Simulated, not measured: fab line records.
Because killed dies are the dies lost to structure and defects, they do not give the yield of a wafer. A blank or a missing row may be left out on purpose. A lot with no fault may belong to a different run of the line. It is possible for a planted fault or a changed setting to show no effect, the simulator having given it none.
Comparing a struck lot with a sound one	flow sky130	16 steps out of a route of 708
Sound: the wafers L929.2, L929.3, L929.6. Struck: wafer L923.1. (L923.6 of the same lot was not struck and is left out.) The cause comes at the end.
Each step with rows lists, per side, the tool, then ch with its chambers, then its first start. Under that, the readings that differ: sound wafers	struck wafers	difference of the means	sigmas: that difference in standard deviations of wafers without a fault.
alike: words and numbers the same on both sides, and readings whose means are apart by under 2 such deviations; not compared: readings that were withheld, readings missing a value for some wafer, numbers with overlapping values and no deviation given by the record, and bounds like >300 which may hide the same value.
A row with sigmas, a row that says differs or no value, or rows on one side alone: a step with any of these is where the two part. Numbers that don't overlap but have no deviation are shown without sigmas and don't part them. A reading that every wafer of one side lacks parts them only if that side has two wafers or more.

first, 2 steps without rows for these wafers: SKY_LOCAL_INTERCONNECT_PEB_09; SKY_LOCAL_INTERCONNECT_DEVELOP_10 (develop time 60 s).
SKY_LOCAL_INTERCONNECT_CD_MEAS_11: target cd 170 nm.
  sound on cdSem-02 at day 37 23:41; struck on cdSem-01 at day 35 20:31
  alike: cdNm
SKY_LOCAL_INTERCONNECT_OVL_MEAS_12:
  sound on overlay-02 at day 37 23:47; struck on overlay-01 at day 35 20:38
  alike: LOCAL_INTERCONNECT_OVL
SKY_LOCAL_INTERCONNECT_ETCH_13: etches BARC in N2/H2, stops on SiO2, time 45.9 s, target depth 60 nm.
  sound on rieMetal-04 ch 1, day 37 23:49; struck on rieMetal-03 ch 0, day 35 20:40
  alike: drypumpMotorCurrentA, n2FlowSccm, oesProductAu, throttleValvePct
  not compared: rfHoursCounterH
SKY_LOCAL_INTERCONNECT_METAL_ETCH_14: etches TiN in Cl2/BCl3, stops on PSG, target depth 110 nm, time 31.4 s.
  sound on rieMetal-04 ch 1, day 37 23:53; struck on rieMetal-03 ch 0, day 35 20:44
  alike: drypumpMotorCurrentA, oesProductAu, throttleValvePct
  not compared: rfHoursCounterH
SKY_LOCAL_INTERCONNECT_STRIP_15: strips in O2/N2.
  sound on plasmaAsher-04 ch 0,1, day 37 23:56; struck on plasmaAsher-04 ch 0, day 35 20:47
  alike: drypumpMotorCurrentA, n2FlowSccm, oesProductAu, stripTimeToEndpointS
  not compared: rfHoursCounterH
then, 3 steps without rows for these wafers: SKY_LOCAL_INTERCONNECT_STRIP_16 (strips in post etch residue remover, time 1200 s); SKY_LOCAL_INTERCONNECT_CLEAN_17 (cleans in IPA, time 180 s); SKY_LOCAL_INTERCONNECT_CLEAN_18 (cleans in O3/DIW).
SKY_CONTACT_CVD_00: deposits Si3N4, target thk 75 nm.
  sound on pecvd-02 ch 1,2, day 38 00:32; struck on pecvd-02 ch 0, day 35 21:23
  alike: heaterPowerW
SKY_CONTACT_THK_MEAS_01:
  sound on filmMetro-02 at day 38 00:35; struck on filmMetro-04 at day 35 21:25
  alike: CONTACT_CVD_00_THK
SKY_CONTACT_HDPCVD_02: deposits SiO2, target thk 565 nm, time 94.2 s.
  sound on hdpcvd-02 ch 1,2, day 38 00:38; struck on hdpcvd-01 ch 0, day 35 21:28
reading	sound	struck	difference	sigmas
runLengthS (s)	121.3 122.5 120.9	119.7	-1.9	-3
model.SiO2_of_CONTACT_HDPCVD_02.thkNm (nm)	565.3 562.9 567.3	547.9	-17.3	
SKY_CONTACT_THK_MEAS_03:
  sound on filmMetro-01 at day 38 00:43; struck on filmMetro-02 at day 35 21:32
reading	sound	struck	difference	sigmas
CONTACT_HDPCVD_THK (nm)	565 563 567	548	-17	-3
SKY_CONTACT_CMP_04: polishes SiO2.
  sound on cmp-01 ch 0,2, day 38 00:49; struck on cmp-02 ch 3, day 35 21:42
reading	sound	struck	difference	sigmas
slurryFilterDpKPa (kPa)	13.38 13.55 13.39	13.90	+0.46	+4
timeToEndpointS (s)	85 91 84	76	-11	-3
  alike: motorCurrentA
-- the record jumps here: 14 days lie between the struck wafers' starts before and after (it left off in module CONTACT and takes up again in module PAD_OPEN, whose first step shown is number 708 of the route) --
SKY_PAD_OPEN_PROBE_99:
  sound on prober-02 at day 51 08:59; struck on prober-02 at day 50 00:05
  alike: killed_at_M0_to_M3, killed_at_M4_up, killedAtContacts, killedAtFrontEnd, killedAtOther, killedDies, killedOpen, killedShort

== WHERE THEY PART ==
At SKY_CONTACT_HDPCVD_02 first; at SKY_CONTACT_CMP_04 last (within this record only). Later steps at which nothing parts them and some readings are alike: SKY_PAD_OPEN_PROBE_99.

WHY: the cause the simulator had injected
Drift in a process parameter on hdpcvd-01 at SKY_CONTACT_HDPCVD_02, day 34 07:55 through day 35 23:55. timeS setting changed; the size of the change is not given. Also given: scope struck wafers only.
